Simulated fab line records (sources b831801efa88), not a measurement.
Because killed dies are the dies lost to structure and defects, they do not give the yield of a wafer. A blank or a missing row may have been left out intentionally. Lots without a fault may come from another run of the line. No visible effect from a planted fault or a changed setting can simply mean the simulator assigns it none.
The tool behind it: which one? + flow sky130 + 36 wafers from 12 lots sampled at 2 of the route's 708 steps

## WHAT THE GAUGES READ, wafer by wafer
SKY_VIA4_OVL_MEAS_11.
| lot  | measured     | on         | VIA4_OVL (nm)  |
|------|--------------|------------|----------------|
| L547 | day 43 00:04 | overlay-01 | -3.1 -2.0 -2.5 |
| L548 | day 43 04:07 | overlay-01 | -0.6 -2.4 -2.8 |
| L550 | day 43 05:50 | overlay-02 | -0.1 -2.9 -1.7 |
| L549 | day 43 16:19 | overlay-01 | -0.7 0.7 -1.9  |
| L551 | day 43 19:46 | overlay-02 | -0.8 -1.4 -2.4 |
| L552 | day 44 03:43 | overlay-02 | -1.1 -0.9 -1.4 |
| L560 | day 46 11:17 | overlay-02 | 0.4 -0.2 -0.5  |
| L562 | day 47 09:00 | overlay-02 | -1.7 -3.1 -0.6 |
| L563 | day 47 07:46 | overlay-01 | -1.7 0.2 -0.4  |
| L564 | day 47 09:13 | overlay-02 | -1.6 -1.0 0.3  |
| L567 | day 48 00:22 | overlay-01 | 0.4 -1.4 -0.6  |
| L569 | day 48 18:14 | overlay-01 | -0.7 -1.0 -0.8 |

## TOOL THAT RAN EACH LOT (tool first, then ch and the chambers of the sampled wafers, then the start)
| lot  | SKY_METAL1_SPUTTER_03       |
|------|-----------------------------|
| L547 | pvdSputter-02, day 32 00:52 |
| L548 | pvdSputter-03, day 32 03:43 |
| L550 | pvdSputter-03, day 32 06:13 |
| L549 | pvdSputter-03, day 32 18:41 |
| L551 | pvdSputter-02, day 32 22:29 |
| L552 | pvdSputter-01, day 33 07:27 |
| L560 | pvdSputter-02, day 36 01:55 |
| L562 | pvdSputter-02, day 36 16:22 |
| L563 | pvdSputter-03, day 37 02:35 |
| L564 | pvdSputter-03, day 37 03:37 |
| L567 | pvdSputter-01, day 38 02:59 |
| L569 | pvdSputter-03, day 39 01:14 |
- SKY_METAL1_SPUTTER_03: material Ti, target thk 5 nm, time 3.3 s.

## WHAT THE TOOLS THEMSELVES READ (means of the sampled wafers that have a number; where no wafer has one, the mark that the record gives instead)
SKY_METAL1_SPUTTER_03.
| lot  | tool          | chamberPressurePa (Pa) | throttleValvePct (%) |
|------|---------------|------------------------|----------------------|
| L547 | pvdSputter-02 | 0.4000                 | 31.4                 |
| L548 | pvdSputter-03 | 0.3999                 | 29.7                 |
| L550 | pvdSputter-03 | 0.3998                 | 30.9                 |
| L549 | pvdSputter-03 | 0.3994                 | 30.1                 |
| L551 | pvdSputter-02 | 0.3996                 | 30.6                 |
| L552 | pvdSputter-01 | 0.3998                 | 31.4                 |
| L560 | pvdSputter-02 | 0.3994                 | 29.7                 |
| L562 | pvdSputter-02 | 0.4006                 | 29.3                 |
| L563 | pvdSputter-03 | 0.3991                 | 30.9                 |
| L564 | pvdSputter-03 | 0.4006                 | 30.5                 |
| L567 | pvdSputter-01 | 0.3994                 | 30.4                 |
| L569 | pvdSputter-03 | 0.4003                 | 30.9                 |

## THE ANSWER, worked out from the rows above alone
Rule: usual is defined by the lots themselves. The widest of any qualifying gaps counts: lots, ordered by their means at a reading, are off when they make up no more than a third of the lots, leave a main group of 4 or more, and stand apart from it by 3 or more times the standard deviation of that group's means. A main group whose means are all the same, to the digits that the tables above print for the reading, isn't used. Also off: a lot with no number at a reading for which 4 or more lots have one. The other lots that the step has rows for count as sound. After the gauges, taken in route order, come the tools' own readings; for these a lot's mean is taken, as printed above. The first step at which some lot is off is used, and at that step the reading that is off furthest; a lot without a number counts as furthest.
Across all readings shown, no lot is off: no conclusion can be drawn from this.

## WHAT HAD BEEN PUT IN BY THE SIMULATOR
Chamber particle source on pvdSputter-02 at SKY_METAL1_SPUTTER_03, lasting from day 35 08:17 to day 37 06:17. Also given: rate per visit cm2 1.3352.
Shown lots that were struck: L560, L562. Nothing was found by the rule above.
